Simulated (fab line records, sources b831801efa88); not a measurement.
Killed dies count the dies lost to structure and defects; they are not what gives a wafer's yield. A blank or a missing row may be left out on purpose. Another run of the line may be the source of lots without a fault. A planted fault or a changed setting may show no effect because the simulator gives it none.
Comparing a struck lot with a sound one | flow sky130 | 19 out of 708 route steps
Sound: these wafers, L557.4, L557.5, L557.6. The struck wafers were L573.1, L573.3, L573.4. Last of all comes the cause.
At each step with rows: each side's tool, then ch and its chambers, then its first start. Under that, the readings that differ: sound wafers | struck wafers | difference of the means | sigmas: that difference in standard deviations of wafers without a fault.
alike: words and numbers the same on both sides, and readings whose means are apart by under 2 such deviations; not compared: readings that were withheld, readings missing a value for some wafer, numbers with overlapping values and no deviation given by the record, and bounds like >300 which may hide the same value.
The two part at a step that has a row with sigmas, a row that says differs or no value, or rows on one side only. Non-overlapping numbers with no deviation appear without sigmas and do not part them. Lack of a reading on every wafer of one side parts them only where that side has two or more wafers.

SKY_METAL2_SPUTTER_00: material Ti, target thk 15 nm, time 10 s.
  sound: pvd-sputter-03 at day 35 00:44; struck: pvd-sputter-04 at day 39 17:20
  alike: throttle-valve-pct
then, 1 step without rows for these wafers: SKY_METAL2_SPUTTER_01 (material TiN, target thk 20 nm, time 16.7 s).
SKY_METAL2_SPUTTER_02: material AlCu, target thk 250 nm, time 13.3 s.
  sound: pvd-sputter-03 at day 35 00:47; struck: pvd-sputter-04 at day 39 17:23
  alike: throttle-valve-pct
SKY_METAL2_SPUTTER_03: material Ti, target thk 5 nm, time 3.3 s.
  sound: pvd-sputter-03 at day 35 00:48; struck: pvd-sputter-04 at day 39 17:24
  alike: throttle-valve-pct
SKY_METAL2_SPUTTER_04: material TiN, target thk 70 nm, time 58.3 s.
  sound: pvd-sputter-03 at day 35 00:49; struck: pvd-sputter-04 at day 39 17:25
  alike: throttle-valve-pct
SKY_METAL2_RS_MEAS_05: a four-point-probe measurement.
  sound: film-metro-02 at day 35 00:56; struck: film-metro-02 at day 39 17:28
  alike: METAL2_ALCU_RS
SKY_METAL2_THK_MEAS_06: measures by xrf.
  sound: film-metro-02 at day 35 01:01; struck: film-metro-02 at day 39 17:35
  alike: METAL2_ALCU_THK
then, 5 steps without rows for these wafers: SKY_METAL2_DEHYDRATE_07 (time 60 s); SKY_METAL2_HMDS_08 (prime time 60 s); SKY_METAL2_COAT_09 (resist thk 60 nm); SKY_METAL2_COAT_10 (resist thk 450 nm); SKY_METAL2_SOFTBAKE_11 (time 90 s).
SKY_METAL2_EXPOSE_12: exposes mask MM2, target cd 140 nm.
  sound on krf-scanner-02 ch 0, day 35 13:39; struck on krf-scanner-02 ch 0, day 40 05:40
  reading                        | sound                | struck            | difference | sigmas
  model.METAL2.overlay-x-nm (nm) | -5.506 -5.506 -5.506 | 34.66 34.66 34.66 | +40.17     |
  alike: mask, stage-vel-mm-s
then, 2 steps without rows for these wafers: SKY_METAL2_PEB_13; SKY_METAL2_DEVELOP_14 (develop time 58.2 s).
SKY_METAL2_CD_MEAS_15 targets a cd of 140 nm.
  sound: cd-sem-02 at day 36 03:15; struck: cd-sem-01 at day 40 17:19
  alike: cd-nm
SKY_METAL2_OVL_MEAS_16:
  sound: overlay-01 at day 36 03:20; struck: overlay-01 at day 40 17:26
  reading         | sound  | struck   | difference | sigmas
  METAL2_OVL (nm) | 4 -3 1 | 40 44 39 | +40        | +7
SKY_METAL2_DESCUM_17: chemistry O2, time 8 s.
  sound on rie-metal-03 ch 1, day 36 03:23; struck on rie-metal-01 ch 0,1, day 40 17:28
  reading                     | sound       | struck      | difference | sigmas
  drypump-motor-current-A (A) | 6.5 6.5 6.5 | 5.0 5.0 5.6 | -1.3       | -3
  alike: oes-product-au, temp-c
  not compared: rf-hours-counter-h
SKY_PAD_OPEN_PROBE_99:
  rows exist in the record for the sound wafers here (prober-02, day 46 14:11), none for the struck ones

## WHERE THEY PART
At SKY_METAL2_OVL_MEAS_16 first; at SKY_PAD_OPEN_PROBE_99 last (within this record only).

WHY: what had been put in by the simulator
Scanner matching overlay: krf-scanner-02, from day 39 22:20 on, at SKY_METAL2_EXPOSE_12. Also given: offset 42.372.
